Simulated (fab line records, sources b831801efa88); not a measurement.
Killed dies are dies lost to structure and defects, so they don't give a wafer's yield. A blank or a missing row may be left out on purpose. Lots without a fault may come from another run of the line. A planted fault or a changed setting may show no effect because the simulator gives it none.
Chamber matching | flow gf180mcu | GF_V4_CMP_04 on cmp-01: 4 sister chambers
The step polishes SiO2. 22 wafers are shown with their chamber, then 11 later ones without.

WAFERS WITH THEIR CHAMBER
wafer  | chamber | motor_current_A (A) | time_to_endpoint_s (s)
L074.2 | 0       | 11.6                | 72
L074.5 | 0       | 12.4                | 76
L074.6 | 3       | 9.3                 | 80
L076.1 | 2       | 11.4                | 71
L076.4 | 0       | 12.3                | 77
L076.6 | 1       | 11.2                | 77
L077.1 | 3       | 9.7                 | 72
L077.3 | 1       | 11.6                | 82
L077.5 | 1       | 10.7                | 80
L080.2 | 2       | 10.3                | 78
L080.3 | 3       | 9.8                 | 79
L080.4 | 1       | 10.8                | 84
L082.2 | 0       | 12.6                | 80
L082.4 | 2       | 11.5                | 83
L082.6 | 3       | 9.7                 | 89
L084.2 | 2       | 11.4                | 75
L084.4 | 1       | 10.9                | 87
L084.6 | 1       | 11.5                | 89
L085.1 | 0       | 12.4                | 77
L085.3 | 2       | 10.5                | 83
L085.6 | 1       | 11.1                | 85
L090.3 | 1       | 11.2                | 84

SIGNATURES (means of the wafers above)
reading            | chamber 0 | chamber 1 | chamber 2 | chamber 3 | scatter within a chamber
motor_current_A    | 12.260    | 11.125    | 11.020    | 9.625     | 0.392
time_to_endpoint_s | 76.40     | 83.50     | 78.00     | 80.00     | 4.65
Rule: a wafer's distance from a chamber is the root of the sum, over the readings, of the square of ((its reading less the chamber's mean) divided by the reading's scatter). The wafer belongs to the nearest chamber; if the next one is less than 2 further off, it can't be placed. The scatter: the root of (the sum of the squares of (reading less its chamber's mean) over the shown wafers, divided by (wafers less chambers)).

WAFERS WITHOUT THEIR CHAMBER
wafer  | motor_current_A (A) | time_to_endpoint_s (s)
L090.5 | 11.0                | 88
L090.6 | 12.1                | 87
L091.1 | 11.3                | 80
L091.3 | 12.2                | 83
L091.4 | 11.2                | 86
L092.4 | 12.9                | 85
L092.5 | 12.4                | 87
L092.6 | 9.8                 | 88
L095.1 | 11.0                | 86
L095.3 | 12.3                | 84
L095.4 | 10.7                | 89

WHICH CHAMBER EACH WENT THROUGH
wafer  | from the rows above          | in truth
L090.5 | can't be placed: 1 or 2      | 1
L090.6 | can't be placed: 0 or 1 or 2 | 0
L091.1 | can't be placed: 2 or 1 or 0 | 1
L091.3 | can't be placed: 0 or 1 or 2 | 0
L091.4 | can't be placed: 1 or 2      | 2
L092.4 | 0                            | 0
L092.5 | can't be placed: 0 or 1 or 2 | 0
L092.6 | can't be placed: 3 or 1      | 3
L095.1 | can't be placed: 1 or 2      | 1
L095.3 | can't be placed: 0 or 1 or 2 | 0
L095.4 | can't be placed: 1 or 2 or 3 | 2
Placed correctly: 1 of 11. Can't be placed from these rows: 10 (the true chamber is among the candidates in 10). Placed wrongly: 0.
